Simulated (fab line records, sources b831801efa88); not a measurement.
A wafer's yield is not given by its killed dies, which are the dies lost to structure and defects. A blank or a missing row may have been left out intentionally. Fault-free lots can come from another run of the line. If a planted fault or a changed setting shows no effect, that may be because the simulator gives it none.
fab line records    flow sky130
[record] lots = 14  wafers = 42  lastDay = 50
route steps=708 shown METAL3@558
lots that met no fault: taken from a fault-free run of the same line
startH: the number of hours between the record's first day and the start of the first shown wafer of the lot    waitH: hours since the lot's step before    " identical to the entry in the row above    L1.1+2: several wafers, shown together as one row    - no value present, or no start provided    * or withheld: withheld    < > ~ a bound
route shown NAME@n: NAME is a module with steps in the file, n the number in the route of the first one    usual: average and standard deviation across the fault-free wafers    same: alike in all rows    chamber/n: place in a boat    sites: the reading at each site    _std_site: standard deviation across them    _edge_site: the outer-site mean with the inner-site mean subtracted    radiusMm: for every site, how far away it sits from the centre of the wafer    mask NAME#n: copy n    behind: the last tool/chamber to shape the wafer    hold: what put the lot on hold/how long, in hours/how the hold closed    device: names the non-switching transistor (n, p or np)    end of line: tests of these same wafers at the route's end    for a step that has no rows: nothing shown but its recipe    killed: dies that structure and defects cost at the first sort, which is not the same as the wafer's yield    map: a wafer's dies, marking killed ones x, the rest . and places with no die _
set.NAME: the setting that was run; set.NAME@STEP: the one run at that earlier step    model.NAME: the simulator's own value behind a step, which no gauge read
one table for each step of the route and one row for each wafer, over a sample of lots
services: from which hour (startH, from the record's first day; less than 0 if before it) a tool's chamber was out of use, for how many hours, and why
[[steps]]
[step SKY_METAL3_COAT_08]
[recipe] resist = KrF-thick  spinRpm = 3000  resistThkNm = 1140
lot.wafer   tool           chamber  startH  waitH
L511.1+5+6  lithoTrack-01  0        894     -
L513.1+2+6  lithoTrack-02  0        908     -
L515.3+5+6  lithoTrack-01  0        942     -
L516.1+4+6  lithoTrack-01  0        954     -
L517.2+4+5  lithoTrack-02  0        957     -
L518.1+2+5  lithoTrack-04  0        961     -
L521.2+4+5  lithoTrack-01  0        975     -
L519.2+4+6  lithoTrack-04  0        977     -
L520.1+2+6  lithoTrack-02  0        978     -
L522.3+4+5  lithoTrack-02  0        983     -
L523.2+4+5  lithoTrack-04  0        987     -
L524.1+5+6  lithoTrack-02  0        996     -
L529.1+3+4  lithoTrack-01  0        1024    -
L531.2+4+6  lithoTrack-01  0        1042    -
[step SKY_METAL3_STRIP_19]
[recipe] chemistry = O2/N2  powerW = 1400  pressureMtorr = 1500  platenTempC = withheld  o2FlowSccm = 3000  n2FlowSccm = 300  overashFraction = 0.5
[usual] drypumpMotorCurrentA = 5.8/0.44  oesProductAu = 0.502/0.0058  stripTimeToEndpointS = 6.54/0.083
lot.wafer  tool            chamber  startH   waitH  drypumpMotorCurrentA  oesProductAu  rfHoursCounterH  stripTimeToEndpointS
L511.1     plasmaAsher-04  1        908.04   0.1    5.2                   0.511         17               6.60
L511.5     "               0        "        "      6.0                   0.506         -                6.63
L511.6     "               1        "        "      5.2                   0.511         -                6.57
L513.1     plasmaAsher-02  1        920.74   0.1    5.8                   0.505         83               6.62
L513.2     "               0        "        "      6.5                   0.504         83               6.58
L513.6     "               0        "        "      6.5                   0.496         -                6.49
L515.3     plasmaAsher-02  1        955.08   0.1    5.8                   0.505         -                6.57
L515.5     "               1        "        "      5.8                   0.496         -                6.51
L515.6     "               0        "        "      6.5                   0.493         -                6.57
L516.1     plasmaAsher-04  1        966.60   0.1    5.3                   0.504         22               6.62
L516.4     "               0        "        "      6.0                   0.508         -                6.54
L516.6     "               0        "        "      6.0                   0.504         -                6.60
L517.2     plasmaAsher-04  1        970.34   0.1    5.2                   0.503         23               6.45
L517.4     "               1        "        "      5.2                   0.505         -                6.58
L517.5     "               1        "        "      5.2                   0.504         -                6.58
L518.1     plasmaAsher-01  0        973.74   0.1    6.1                   0.504         51               6.54
L518.2     "               1        "        "      5.3                   0.510         51               6.63
L518.5     "               0        "        "      6.1                   0.509         -                6.66
L521.2     plasmaAsher-04  1        988.09   0.1    5.3                   0.496         24               6.49
L521.4     "               0        "        "      6.0                   0.498         -                6.45
L521.5     "               1        "        "      5.2                   0.487         -                6.34
L519.2     plasmaAsher-02  1        989.74   0.1    5.8                   0.504         90               6.58
L519.4     "               1        "        "      5.8                   0.507         -                6.59
L519.6     "               1        "        "      5.9                   0.492         -                6.52
L520.1     plasmaAsher-04  1        991.10   0.1    5.2                   0.511         25               6.62
L520.2     "               0        "        "      5.9                   0.500         25               6.52
L520.6     "               0        "        "      5.9                   0.508         -                6.51
L522.3     plasmaAsher-04  0        996.48   0.1    5.9                   0.520         -                6.90
L522.4     "               1        "        "      5.2                   0.505         -                6.78
L522.5     "               1        "        "      5.2                   0.520         -                6.88
L523.2     plasmaAsher-04  1        999.19   0.1    5.2                   0.490         26               6.34
L523.4     "               1        "        "      5.2                   0.495         -                6.43
L523.5     "               1        "        "      5.2                   0.496         -                6.48
L524.1     plasmaAsher-01  0        1008.29  0.1    6.1                   0.514         54               6.86
L524.5     "               0        "        "      6.1                   0.525         -                6.89
L524.6     "               1        "        "      5.3                   0.506         -                6.88
L529.1     plasmaAsher-02  1        1036.72  0.1    5.8                   0.490         93               6.43
L529.3     "               1        "        "      5.8                   0.495         -                6.36
L529.4     "               0        "        "      6.5                   0.506         -                6.48
L531.2     plasmaAsher-04  1        1053.00  0.1    5.2                   0.506         31               6.57
L531.4     "               0        "        "      5.9                   0.505         -                6.54
L531.6     "               0        "        "      5.9                   0.507         -                6.59
[[services]]
tool            chamber  startH   hours  kind
plasmaAsher-02  -        890.40   2.8    pm
plasmaAsher-02  -        935.86   4.3    repair
plasmaAsher-04  -        942.64   4.4    repair
plasmaAsher-01  -        945.25   4.4    repair
plasmaAsher-02  -        1019.71  14.2   repair
plasmaAsher-04  -        1037.40  3.3    repair
[[key]]
[firstSign] step = SKY_METAL3_STRIP_19  reading = stripTimeToEndpointS  direction = up  sigmas = 4  usual = *  struck = *
effect none on later readings
metAt SKY_METAL3_COAT_08
struckLots L522,L524
onsetBetween 978 983
[fault] kind = processParameterDrift  tool = lithoTrack-02  chamber = -  onsetH = 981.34  steps = SKY_METAL3_COAT_08  channel = resistThkNm  offset = 28.551  shape = step  endH = 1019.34  actsIn = theseRecipesOnly  stated = 1140
